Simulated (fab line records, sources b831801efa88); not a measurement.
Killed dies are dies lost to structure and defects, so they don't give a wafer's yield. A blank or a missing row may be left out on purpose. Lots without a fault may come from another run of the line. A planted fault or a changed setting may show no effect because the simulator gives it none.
A struck lot beside a sound one | flow sfq_line | 15 steps out of a route of 325
Sound: wafers L440.1, L440.2, L440.5. Struck: wafers L444.3, L444.6. (L444.2 of the same lot was not struck and is left out.) The cause comes at the end.
At each step with rows: each side's tool, then ch and its chambers, then its first start. Under that, the readings that differ: sound wafers | struck wafers | difference of the means | sigmas: that difference in standard deviations of wafers without a fault.
alike: readings whose means differ by less than 2 such deviations, and words and numbers that are the same on both sides. not compared: withheld readings, readings that some wafer has no value for, bounds like >300 that may hide the same value, and numbers for which the record gives no deviation and whose values overlap.
The two part at a step that has a row with sigmas, a row that says differs or no value, or rows on one side only. Numbers that don't overlap but have no deviation are shown without sigmas and don't part them. A reading that every wafer of one side lacks parts them only if that side has two wafers or more.

first, 1 step without rows for these wafers: SFQ_TRILAYER_M0_STRIP_SOLV_CLEAN_026 (cleans in NMP, time 600 s).
SFQ_TRILAYER_I0_DEP_PECVD_027: deposits SiO2 from SiH4/N2O, time 111.11 s, target thk 500 nm.
  sound on pecvd-03 ch 0,1, day 17 02:43; struck on pecvd-01 ch 0,1, day 18 16:32
  alike: heater_power_outer_w, heater_power_w, throttle_valve_pct
SFQ_TRILAYER_I0_CMP_CMP_028: polishes SiO2.
  sound on cmp-02 ch 0,2,3, day 17 03:17; struck on cmp-02 ch 0,3, day 18 18:07
  alike: motor_current_A, time_to_endpoint_s
SFQ_I0_BOW_MEAS_907:
  sound on film_metro-02, day 17 05:47; struck on film_metro-04, day 18 19:38
  alike: I0_BOW
SFQ_TRILAYER_I0_METRO_MEASURE_029:
  sound on film_metro-02, day 17 05:55; struck on film_metro-04, day 18 19:56
  alike: thk_nm
then, 6 steps without rows for these wafers: SFQ_TRILAYER_I0_VIA_LITHO_COAT_036 (resist thk 62 nm); SFQ_TRILAYER_I0_VIA_LITHO_COAT_031 (resist thk 650 nm); SFQ_TRILAYER_I0_VIA_LITHO_SOFTBAKE_035; SFQ_TRILAYER_I0_VIA_LITHO_EXPOSE_032 (exposes mask I0, target cd 500 nm); SFQ_TRILAYER_I0_VIA_LITHO_PEB_034 (peb time 60 s); SFQ_TRILAYER_I0_VIA_LITHO_DEVELOP_033 (time 60 s).
-- the record jumps here: 7 days lie between the struck wafers' starts before and after --
SFQ_I0_OVL_MEAS_908:
  sound on overlay-02, day 23 23:04; struck on overlay-01, day 25 17:19
  alike: I0_OVL
SFQ_TRILAYER_I0_VIA_BARC_OPEN_VIA_ETCH_046: etches BARC in O2, target depth 125 nm, time 41.7 s.
  sound on rie_diel-03 ch 1,3, day 23 23:07; struck on rie_diel-02 ch 0, day 25 17:20
  reading                                                 | sound             | struck      | difference | sigmas
  model.KrF_of_TRILAYER_I0_VIA_LITHO_COAT_031.thk_nm (nm) | 573.5 572.9 572.3 | 578.1 578.8 | +5.6       |
  alike: drypump_motor_current_A, oes_product_au
  not compared: rf_hours_counter_h
SFQ_TRILAYER_I0_VIA_ETCH_VIA_ETCH_034: etches SiO2 in CHF3, stops on Nb, target depth 260 nm.
  sound on rie_diel-03 ch 1,3, day 23 23:09; struck on rie_diel-02 ch 0, day 25 17:23
  reading                                                 | sound             | struck      | difference | sigmas
  model.KrF_of_TRILAYER_I0_VIA_LITHO_COAT_031.thk_nm (nm) | 529.4 526.8 526.6 | 533.2 534.3 | +6.1       |
  alike: drypump_motor_current_A, oes_product_au
SFQ_TRILAYER_I0_VIA_STRIP_STRIP_035: strips in O2.
  sound on rie_metal-04 ch 0,1, day 23 23:16; struck on rie_metal-01 ch 1, day 25 17:29
  alike: drypump_motor_current_A, he_backside_leak_sccm, oes_product_au
  not compared: rf_hours_counter_h

WHERE THEY PART
Nowhere in this record.

WHY: what the simulator had put in
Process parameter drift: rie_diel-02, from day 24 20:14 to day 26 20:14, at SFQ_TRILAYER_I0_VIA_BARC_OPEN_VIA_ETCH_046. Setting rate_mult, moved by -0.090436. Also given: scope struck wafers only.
